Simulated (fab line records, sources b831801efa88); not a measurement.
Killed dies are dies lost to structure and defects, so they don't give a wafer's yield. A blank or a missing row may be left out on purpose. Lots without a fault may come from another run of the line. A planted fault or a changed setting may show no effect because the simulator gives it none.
fab line records | flow sky130 | part 1 of 2: steps 1 to 25 of 36
record lots=5 wafers=15 last_day=50
route steps=708 shown SD_P@330 RES_XHIGH@332 SD_N@342 SALICIDE@361 LI_CONTACT@362
lots that met no fault: from a run of the same line without faults
start_h: hours from the record's first day to the start of the lot's first wafer shown | wait_h: hours since the lot's step before | " the same as in the row above | L1.1+2: a row that stands for several wafers | - no value, or no start given | * or withheld: withheld | < > ~ a bound
route shown NAME@n: a module of which the file shows steps, and the number in the route of the first | usual: mean/standard deviation of fault-free wafers | same: alike in all rows | chamber/n: place in a boat | sites: the reading at each site | _std_site: their standard deviation | _edge_site: outer sites' mean less inner sites' | radius_mm: how far each site lies from the wafer's centre | mask NAME#n: copy n | behind: the tool/chamber that last shaped the wafer | hold: why the lot was held/for how many hours/how that ended | device: the transistor (n, p or np) that didn't switch | end of line: the same wafers' tests at the end of the route | a step without rows: its recipe alone | killed: dies lost to structure and defects at the first sort, not the wafer's yield | map: a wafer's dies, x killed, . not, _ none there
set.NAME: the setting as run; set.NAME@STEP: as run at that earlier step | model.NAME: the simulator's own value behind a step, which no gauge read
lots at some steps of the route; a table a step, a row a wafer
services: from which hour (start_h, from the record's first day; less than 0 if before it) a tool's chamber was out of use, for how many hours, and why
## steps
# step SKY_SD_P_STRIP_10
# recipe chemistry=O2/N2 power_w=1400 pressure_mtorr=1500 platen_temp_c=withheld o2_flow_sccm=3000 n2_flow_sccm=300 overash_fraction=0.5
# usual drypump_motor_current_A=5.42/0.3 oes_product_au=0.618/0.0046 strip_time_to_endpoint_s=17.57/0.035
# same overash_fraction=0.5
# columns lot.wafer tool chamber start_h wait_h drypump_motor_current_A oes_product_au rf_hours_counter_h strip_time_to_endpoint_s
L076.2 plasma_asher-02 1 610.22 0.1 5.86 0.609 91 17.54
L076.5 " 0 " " 5.15 0.625 - 17.51
L076.6 " 1 " " 5.87 0.621 - 17.51
L084.2 plasma_asher-01 0 680.62 0.1 5.56 0.627 24 17.61
L084.3 " 1 " " 5.22 0.620 - 17.57
L084.5 " 1 " " 5.21 0.612 - 17.61
L088.2 plasma_asher-04 1 715.92 0.1 5.65 0.623 91 17.58
L088.5 " 1 " " 5.64 0.614 - 17.63
L088.6 " 0 " " 5.09 0.619 - 17.63
L092.2 plasma_asher-01 1 740.67 0.1 5.19 0.621 31 17.58
L092.3 " 1 " " 5.17 0.616 - 17.57
L092.4 " 0 " " 5.56 0.622 - 17.58
L094.1 plasma_asher-01 0 754.38 0.1 5.55 0.620 32 17.60
L094.2 " 1 " " 5.22 0.621 32 17.55
L094.5 " 1 " " 5.21 0.616 - 17.61
# step SKY_SD_P_TW_MEAS_11
# usual SD_P_TW=2828/16
# columns lot.wafer tool chamber start_h wait_h SD_P_TW
L076.2 film_metro-01 - 610.33 0.1 2816
L076.5 " - " " 2814
L076.6 " - " " 2825
L084.2 film_metro-01 - 680.73 0.1 2835
L084.3 " - " " 2814
L084.5 " - " " 2799
L088.2 film_metro-01 - 716.03 0.1 2836
L088.5 " - " " 2833
L088.6 " - " " 2844
L092.2 film_metro-01 - 740.78 0.1 2809
L092.3 " - " " 2818
L092.4 " - " " 2804
L094.1 film_metro-01 - 754.48 0.1 2856
L094.2 " - " " 2834
L094.5 " - " " 2839
# step SKY_RES_XHIGH_DEHYDRATE_00
# recipe temp_c=200 time_s=60
# usual heater_power_total_W=160.37/0.12
# columns lot.wafer tool chamber start_h wait_h heater_power_total_W
L076.2 litho_track-01 0 624.10 13.8 160.27
L076.5 " 0 " " 160.24
L076.6 " 0 " " 160.30
L084.2 litho_track-01 0 694.80 14.1 160.56
L084.3 " 0 " " 160.61
L084.5 " 0 " " 160.54
L088.2 litho_track-03 0 728.51 12.5 160.43
L088.5 " 0 " " 160.35
L088.6 " 0 " " 160.51
L092.2 litho_track-04 0 754.06 13.3 160.42
L092.3 " 0 " " 160.41
L092.4 " 0 " " 160.26
L094.1 litho_track-01 0 767.68 13.2 160.38
L094.2 " 0 " " 160.48
L094.5 " 0 " " 160.37
# step SKY_RES_XHIGH_HMDS_01
# recipe prime_time_s=60 prime_temp_c=120
# columns lot.wafer tool chamber start_h wait_h
L076.2+5+6 litho_track-01 0 624.25 0.1
L084.2+3+5 litho_track-01 0 694.95 0.1
L088.2+5+6 litho_track-03 0 728.66 0.1
L092.2+3+4 litho_track-04 0 754.21 0.1
L094.1+2+5 litho_track-01 0 767.83 0.1
# step SKY_RES_XHIGH_COAT_02
# recipe resist=NOVOLAK spin_rpm=3000 resist_thk_nm=1140
# usual dispense_pressure_kPa=45/5.2
# columns lot.wafer tool chamber start_h wait_h dispense_pressure_kPa
L076.2 litho_track-01 0 624.40 0.1 42
L076.5 " 0 " " 42
L076.6 " 0 " " 41
L084.2 litho_track-01 0 695.10 0.1 41
L084.3 " 0 " " 41
L084.5 " 0 " " 42
L088.2 litho_track-03 0 728.81 0.1 47
L088.5 " 0 " " 47
L088.6 " 0 " " 47
L092.2 litho_track-04 0 754.36 0.1 57
L092.3 " 0 " " 57
L092.4 " 0 " " 57
L094.1 litho_track-01 0 767.98 0.1 42
L094.2 " 0 " " 41
L094.5 " 0 " " 41
# step SKY_RES_XHIGH_SOFTBAKE_03
# recipe temp_c=90 time_s=60 resist=NOVOLAK
# usual heater_power_total_W=56.60/0.048
# columns lot.wafer tool chamber start_h wait_h heater_power_total_W
L076.2 litho_track-01 0 624.55 0.1 56.64
L076.5 " 0 " " 56.55
L076.6 " 0 " " 56.62
L084.2 litho_track-01 0 695.25 0.1 56.63
L084.3 " 0 " " 56.57
L084.5 " 0 " " 56.72
L088.2 litho_track-03 0 728.96 0.1 56.53
L088.5 " 0 " " 56.53
L088.6 " 0 " " 56.63
L092.2 litho_track-04 0 754.51 0.1 56.60
L092.3 " 0 " " 56.64
L092.4 " 0 " " 56.60
L094.1 litho_track-01 0 768.13 0.1 56.68
L094.2 " 0 " " 56.70
L094.5 " 0 " " 56.67
# step SKY_RES_XHIGH_EXPOSE_04
# recipe mask_id=URPM na=0.6 source_shape=conventional sigma_outer=0.6 polarization=unpolarized target_cd_nm=1270 dose_mj=140
# usual stage_vel_mm_s=500.00/0.24
# same na=0.6
# columns lot.wafer tool chamber start_h wait_h mask stage_vel_mm_s
L076.2 iline_stepper-02 0 - - URPM#0 499.64
L076.5 " 0 " " URPM#0 499.81
L076.6 " 0 " " URPM#0 499.96
L084.2 iline_stepper-01 0 - - URPM#0 500.11
L084.3 " 0 " " URPM#0 499.58
L084.5 " 0 " " URPM#0 499.67
L088.2 iline_stepper-02 0 - - URPM#0 499.98
L088.5 " 0 " " URPM#0 500.21
L088.6 " 0 " " URPM#0 499.98
L092.2 iline_stepper-01 0 - - URPM#0 500.01
L092.3 " 0 " " URPM#0 500.29
L092.4 " 0 " " URPM#0 500.03
L094.1 iline_stepper-02 0 - - URPM#0 500.01
L094.2 " 0 " " URPM#0 499.87
L094.5 " 0 " " URPM#0 499.97
# step SKY_RES_XHIGH_PEB_05
# recipe temp_c=withheld time_s=* resist=NOVOLAK
# columns lot.wafer tool chamber start_h wait_h
L076.2+5+6 litho_track-01 0 - -
L084.2+3+5 litho_track-03 0 - -
L088.2+5+6 litho_track-03 0 - -
L092.2+3+4 litho_track-03 0 - -
L094.1+2+5 litho_track-01 0 - -
# step SKY_RES_XHIGH_DEVELOP_06
# recipe resist=NOVOLAK developer=TMAH develop_time_s=60 dev_temp_c=23
# same develop_time_s=60
# columns lot.wafer tool chamber start_h wait_h
L076.2+5+6 litho_track-01 0 638.35 0.1
L084.2+3+5 litho_track-03 0 708.96 0.1
L088.2+5+6 litho_track-03 0 742.41 0.1
L092.2+3+4 litho_track-03 0 768.21 0.1
L094.1+2+5 litho_track-01 0 781.03 0.1
# step SKY_RES_XHIGH_IMPLANT_07
# recipe species=BF2 energy_kev=20 dose_cm2=3.6e+14 tilt_deg=0
# usual beam_on_s=38.0/2.9 dose_ions_cm2=3.6e+14/3.6e+11 tilt_deg=0.003/0.018
# columns lot.wafer tool chamber start_h wait_h beam_on_s dose_ions_cm2 tilt_deg
L076.2 implanter-03 0 638.50 0.1 35.7 3.601e+14 0.020
L076.5 " 0 " " 36.3 3.596e+14 0.005
L076.6 " 0 " " 36.2 3.598e+14 -0.003
L084.2 implanter-03 0 709.11 0.1 35.5 3.598e+14 0.021
L084.3 " 0 " " 35.9 3.594e+14 0.010
L084.5 " 0 " " 36.3 3.602e+14 -0.010
L088.2 implanter-03 0 742.56 0.1 36.2 3.605e+14 0.033
L088.5 " 0 " " 36.4 3.601e+14 0.019
L088.6 " 0 " " 36.8 3.601e+14 -0.014
L092.2 implanter-03 0 768.36 0.1 35.0 3.604e+14 -0.007
L092.3 " 0 " " 36.3 3.594e+14 0.000
L092.4 " 0 " " 35.2 3.598e+14 -0.021
L094.1 implanter-02 0 781.18 0.1 42.6 3.6e+14 0.000
L094.2 " 0 " " 42.1 3.601e+14 0.002
L094.5 " 0 " " 43.9 3.606e+14 -0.003
# step SKY_RES_XHIGH_STRIP_08
# recipe chemistry=O2/N2 power_w=1400 pressure_mtorr=1500 platen_temp_c=withheld o2_flow_sccm=3000 n2_flow_sccm=300 overash_fraction=0.5
# usual drypump_motor_current_A=5.7/0.35 oes_product_au=0.711/0.0048 strip_time_to_endpoint_s=14.29/0.047
# same overash_fraction=0.5
# columns lot.wafer tool chamber start_h wait_h drypump_motor_current_A oes_product_au rf_hours_counter_h strip_time_to_endpoint_s
L076.2 plasma_asher-02 1 638.63 0.1 5.9 0.716 94 14.39
L076.5 " 1 " " 5.9 0.707 - 14.35
L076.6 " 0 " " 5.1 0.711 - 14.36
L084.2 plasma_asher-02 1 709.23 0.1 5.9 0.704 101 14.30
L084.3 " 1 " " 5.9 0.717 - 14.34
L084.5 " 0 " " 5.2 0.713 - 14.34
L088.2 plasma_asher-03 1 742.68 0.1 6.1 0.717 62 14.26
L088.5 " 1 " " 6.1 0.715 - 14.31
L088.6 " 0 " " 5.7 0.712 - 14.24
L092.2 plasma_asher-04 0 768.48 0.1 5.1 0.707 96 14.27
L092.3 " 1 " " 5.6 0.708 - 14.26
L092.4 " 0 " " 5.1 0.715 - 14.28
L094.1 plasma_asher-04 1 781.33 0.1 5.6 0.718 98 14.28
L094.2 " 0 " " 5.1 0.712 98 14.34
L094.5 " 0 " " 5.1 0.717 - 14.30
# step SKY_RES_XHIGH_TW_MEAS_09
# usual RES_XHIGH_TW=1639/11
# columns lot.wafer tool chamber start_h wait_h RES_XHIGH_TW
L076.2 film_metro-03 - 638.74 0.1 1635
L076.5 " - " " 1629
L076.6 " - " " 1636
L084.2 film_metro-03 - 709.34 0.1 1623
L084.3 " - " " 1631
L084.5 " - " " 1629
L088.2 film_metro-03 - 742.79 0.1 1638
L088.5 " - " " 1631
L088.6 " - " " 1632
L092.2 film_metro-04 - 768.59 0.1 1653
L092.3 " - " " 1644
L092.4 " - " " 1645
L094.1 film_metro-01 - 781.43 0.1 1650
L094.2 " - " " 1640
L094.5 " - " " 1640
# step SKY_SD_N_DEHYDRATE_00
# recipe temp_c=200 time_s=60
# usual heater_power_total_W=160.37/0.12
# columns lot.wafer tool chamber start_h wait_h heater_power_total_W
L076.2 litho_track-03 0 652.86 14.1 160.39
L076.5 " 0 " " 160.33
L076.6 " 0 " " 160.45
L084.2 litho_track-02 0 721.94 12.6 160.14
L084.3 " 0 " " 160.24
L084.5 " 0 " " 160.34
L088.2 litho_track-04 0 755.56 12.8 160.38
L088.5 " 0 " " 160.58
L088.6 " 0 " " 160.57
L092.2 litho_track-03 0 780.91 12.3 160.64
L092.3 " 0 " " 160.55
L092.4 " 0 " " 160.19
L094.1 litho_track-03 0 793.88 12.4 160.51
L094.2 " 0 " " 160.32
L094.5 " 0 " " 160.32
# step SKY_SD_N_HMDS_01
# recipe prime_time_s=60 prime_temp_c=120
# columns lot.wafer tool chamber start_h wait_h
L076.2+5+6 litho_track-03 0 653.01 0.1
L084.2+3+5 litho_track-02 0 722.09 0.1
L088.2+5+6 litho_track-04 0 755.71 0.1
L092.2+3+4 litho_track-03 0 781.06 0.1
L094.1+2+5 litho_track-03 0 794.03 0.1
# step SKY_SD_N_COAT_02
# recipe resist=NOVOLAK spin_rpm=3000 resist_thk_nm=1140
# usual dispense_pressure_kPa=52/4.5
# columns lot.wafer tool chamber start_h wait_h dispense_pressure_kPa
L076.2 litho_track-03 0 653.16 0.1 47
L076.5 " 0 " " 47
L076.6 " 0 " " 47
L084.2 litho_track-02 0 722.24 0.1 53
L084.3 " 0 " " 53
L084.5 " 0 " " 53
L088.2 litho_track-04 0 755.86 0.1 57
L088.5 " 0 " " 57
L088.6 " 0 " " 57
L092.2 litho_track-03 0 781.21 0.1 47
L092.3 " 0 " " 47
L092.4 " 0 " " 47
L094.1 litho_track-03 0 794.18 0.1 47
L094.2 " 0 " " 47
L094.5 " 0 " " 47
# step SKY_SD_N_SOFTBAKE_03
# recipe temp_c=90 time_s=60 resist=NOVOLAK
# usual heater_power_total_W=56.60/0.048
# columns lot.wafer tool chamber start_h wait_h heater_power_total_W
L076.2 litho_track-03 0 653.31 0.1 56.55
L076.5 " 0 " " 56.62
L076.6 " 0 " " 56.61
L084.2 litho_track-02 0 722.39 0.1 56.58
L084.3 " 0 " " 56.64
L084.5 " 0 " " 56.60
L088.2 litho_track-04 0 756.01 0.1 56.63
L088.5 " 0 " " 56.69
L088.6 " 0 " " 56.60
L092.2 litho_track-03 0 781.36 0.1 56.53
L092.3 " 0 " " 56.61
L092.4 " 0 " " 56.59
L094.1 litho_track-03 0 794.33 0.1 56.57
L094.2 " 0 " " 56.59
L094.5 " 0 " " 56.51
# step SKY_SD_N_EXPOSE_04
# recipe mask_id=NSDM na=0.6 source_shape=conventional sigma_outer=0.6 polarization=unpolarized target_cd_nm=380 dose_mj=141
# usual stage_vel_mm_s=499.99/0.26
# same na=0.6
# columns lot.wafer tool chamber start_h wait_h mask stage_vel_mm_s
L076.2 iline_stepper-02 0 - - NSDM#0 500.04
L076.5 " 0 " " NSDM#0 500.37
L076.6 " 0 " " NSDM#0 499.97
L084.2 iline_stepper-02 0 - - NSDM#0 499.94
L084.3 " 0 " " NSDM#0 499.69
L084.5 " 0 " " NSDM#0 499.95
L088.2 iline_stepper-01 0 - - NSDM#0 499.99
L088.5 " 0 " " NSDM#0 499.96
L088.6 " 0 " " NSDM#0 499.88
L092.2 iline_stepper-02 0 - - NSDM#0 500.17
L092.3 " 0 " " NSDM#0 500.35
L092.4 " 0 " " NSDM#0 499.84
L094.1 iline_stepper-02 0 - - NSDM#0 500.30
L094.2 " 0 " " NSDM#0 499.83
L094.5 " 0 " " NSDM#0 499.91
# step SKY_SD_N_PEB_05
# recipe temp_c=withheld time_s=* resist=NOVOLAK
# columns lot.wafer tool chamber start_h wait_h
L076.2+5+6 litho_track-02 0 - -
L084.2+3+5 litho_track-04 0 - -
L088.2+5+6 litho_track-02 0 - -
L092.2+3+4 litho_track-03 0 - -
L094.1+2+5 litho_track-03 0 - -
# step SKY_SD_N_DEVELOP_06
# recipe resist=NOVOLAK developer=TMAH develop_time_s=60 dev_temp_c=23
# same develop_time_s=60
# columns lot.wafer tool chamber start_h wait_h
L076.2+5+6 litho_track-02 0 667.04 0.1
L084.2+3+5 litho_track-04 0 736.91 0.1
L088.2+5+6 litho_track-02 0 770.09 0.1
L092.2+3+4 litho_track-03 0 794.66 0.1
L094.1+2+5 litho_track-03 0 806.98 0.1
# step SKY_SD_N_CD_MEAS_07
# recipe target_cd_nm=380
# usual cd_nm=380.0/2.2
# columns lot.wafer tool chamber start_h wait_h cd_nm
L076.2 cd_sem-01 - 667.19 0.1 377.2
L076.5 " - " " 379.4
L076.6 " - " " 377.3
L084.2 cd_sem-02 - 737.06 0.1 381.1
L084.3 " - " " 379.2
L084.5 " - " " 378.7
L088.2 cd_sem-01 - 770.24 0.1 375.8
L088.5 " - " " 379.1
L088.6 " - " " 378.8
L092.2 cd_sem-02 - 794.80 0.1 378.1
L092.3 " - " " 380.8
L092.4 " - " " 379.6
L094.1 cd_sem-02 - 807.13 0.1 377.6
L094.2 " - " " 377.4
L094.5 " - " " 378.9
# step SKY_SD_N_OVL_MEAS_08
# usual SD_N_OVL=0.8/1.2
# columns lot.wafer tool chamber start_h wait_h SD_N_OVL[nm]
L076.2 overlay-01 - 667.29 0.1 0.8
L076.5 " - " " -0.3
L076.6 " - " " -0.5
L084.2 overlay-01 - 737.16 0.1 2.3
L084.3 " - " " 1.8
L084.5 " - " " 2.7
L088.2 overlay-01 - 770.34 0.1 0.0
L088.5 " - " " -0.5
L088.6 " - " " 0.8
L092.2 overlay-02 - 794.91 0.1 1.4
L092.3 " - " " 2.3
L092.4 " - " " 2.3
L094.1 overlay-02 - 807.25 0.1 1.2
L094.2 " - " " -0.4
L094.5 " - " " 2.6
# step SKY_SD_N_IMPLANT_09
# recipe species=As energy_kev=49.55 dose_cm2=4e+15 tilt_deg=0
# usual beam_on_s=18.4/0.84 dose_ions_cm2=4.001e+15/3.7e+12 tilt_deg=-0.005/0.022
# columns lot.wafer tool chamber start_h wait_h beam_on_s dose_ions_cm2 tilt_deg
L076.2 implanter-04 0 667.35 0.0 19.4 4.006e+15 -0.039
L076.5 " 0 " " 18.4 3.999e+15 0.018
L076.6 " 0 " " 18.7 3.998e+15 -0.010
L084.2 implanter-01 0 737.22 0.0 18.8 4.004e+15 0.006
L084.3 " 0 " " 18.7 3.998e+15 -0.015
L084.5 " 0 " " 18.7 3.999e+15 -0.008
L088.2 implanter-01 0 770.40 0.0 18.2 4.003e+15 -0.018
L088.5 " 0 " " 19.3 4.003e+15 0.001
L088.6 " 0 " " 19.2 4.001e+15 -0.003
L092.2 implanter-04 0 794.96 0.0 19.4 4.01e+15 0.005
L092.3 " 0 " " 19.7 4.004e+15 0.040
L092.4 " 0 " " 19.1 4.009e+15 0.004
L094.1 implanter-01 0 807.29 0.0 19.3 3.999e+15 0.026
L094.2 " 0 " " 19.0 4.001e+15 0.002
L094.5 " 0 " " 18.6 4.004e+15 0.020
# step SKY_SD_N_IMPLANT_10
# recipe species=P energy_kev=20 dose_cm2=1e+14 tilt_deg=0
# usual beam_on_s=10.9/0.46 dose_ions_cm2=1.0002e+14/1.2e+11 tilt_deg=0.000/0.022
# columns lot.wafer tool chamber start_h wait_h beam_on_s dose_ions_cm2 tilt_deg
L076.2 implanter-04 0 667.50 0.1 10.9 9.981e+13 -0.001
L076.5 " 0 " " 10.7 9.99e+13 0.028
L076.6 " 0 " " 11.0 9.99e+13 0.017
L084.2 implanter-01 0 737.37 0.1 10.9 9.984e+13 -0.008
L084.3 " 0 " " 11.3 9.992e+13 -0.002
L084.5 " 0 " " 11.1 9.991e+13 -0.033
L088.2 implanter-01 0 770.55 0.1 10.9 1.0017e+14 0.001
L088.5 " 0 " " 11.2 1.0007e+14 0.008
L088.6 " 0 " " 11.1 9.99e+13 -0.024
L092.2 implanter-04 0 795.11 0.1 11.2 9.994e+13 0.027
L092.3 " 0 " " 11.4 1.0024e+14 0.017
L092.4 " 0 " " 11.4 9.988e+13 0.022
L094.1 implanter-01 0 807.44 0.1 11.2 9.992e+13 0.004
L094.2 " 0 " " 10.7 9.991e+13 0.042
L094.5 " 0 " " 10.8 1.0005e+14 0.000
# step SKY_SD_N_STRIP_11
# recipe chemistry=O2/N2 power_w=1400 pressure_mtorr=1500 platen_temp_c=withheld o2_flow_sccm=3000 n2_flow_sccm=300 overash_fraction=0.5
# usual drypump_motor_current_A=5.6/0.34 oes_product_au=0.529/0.0046 strip_time_to_endpoint_s=22.47/0.044
# same overash_fraction=0.5
# columns lot.wafer tool chamber start_h wait_h drypump_motor_current_A oes_product_au rf_hours_counter_h strip_time_to_endpoint_s
L076.2 plasma_asher-03 0 667.62 0.1 5.7 0.524 54 22.50
L076.5 " 1 " " 6.1 0.530 - 22.49
L076.6 " 0 " " 5.7 0.522 - 22.50
L084.2 plasma_asher-03 1 737.49 0.1 6.1 0.533 61 22.42
L084.3 " 0 " " 5.7 0.528 - 22.43
L084.5 " 1 " " 6.1 0.527 - 22.48
L088.2 plasma_asher-01 1 770.67 0.1 5.2 0.526 34 22.51
L088.5 " 0 " " 5.6 0.533 - 22.51
L088.6 " 1 " " 5.2 0.527 - 22.51
L092.2 plasma_asher-03 0 795.24 0.1 5.7 0.530 66 22.44
L092.3 " 0 " " 5.7 0.526 - 22.45
L092.4 " 1 " " 6.0 0.521 - 22.44
L094.1 plasma_asher-04 1 807.59 0.1 5.6 0.533 101 22.47
L094.2 " 0 " " 5.1 0.529 101 22.49
L094.5 " 1 " " 5.6 0.524 - 22.49
# step SKY_SD_N_TW_MEAS_12
# usual SD_N_TW=3971/30
# columns lot.wafer tool chamber start_h wait_h SD_N_TW
L076.2 film_metro-03 - 667.73 0.1 3939
L076.5 " - " " 3959
L076.6 " - " " 3950
L084.2 film_metro-03 - 737.60 0.1 3983
L084.3 " - " " 3993
L084.5 " - " " 3959
L088.2 film_metro-03 - 770.78 0.1 3922
L088.5 " - " " 3927
L088.6 " - " " 3926
L092.2 film_metro-01 - 795.35 0.1 3956
L092.3 " - " " 3977
L092.4 " - " " 3974
L094.1 film_metro-01 - 807.69 0.1 3964
L094.2 " - " " 3992
L094.5 " - " " 3965
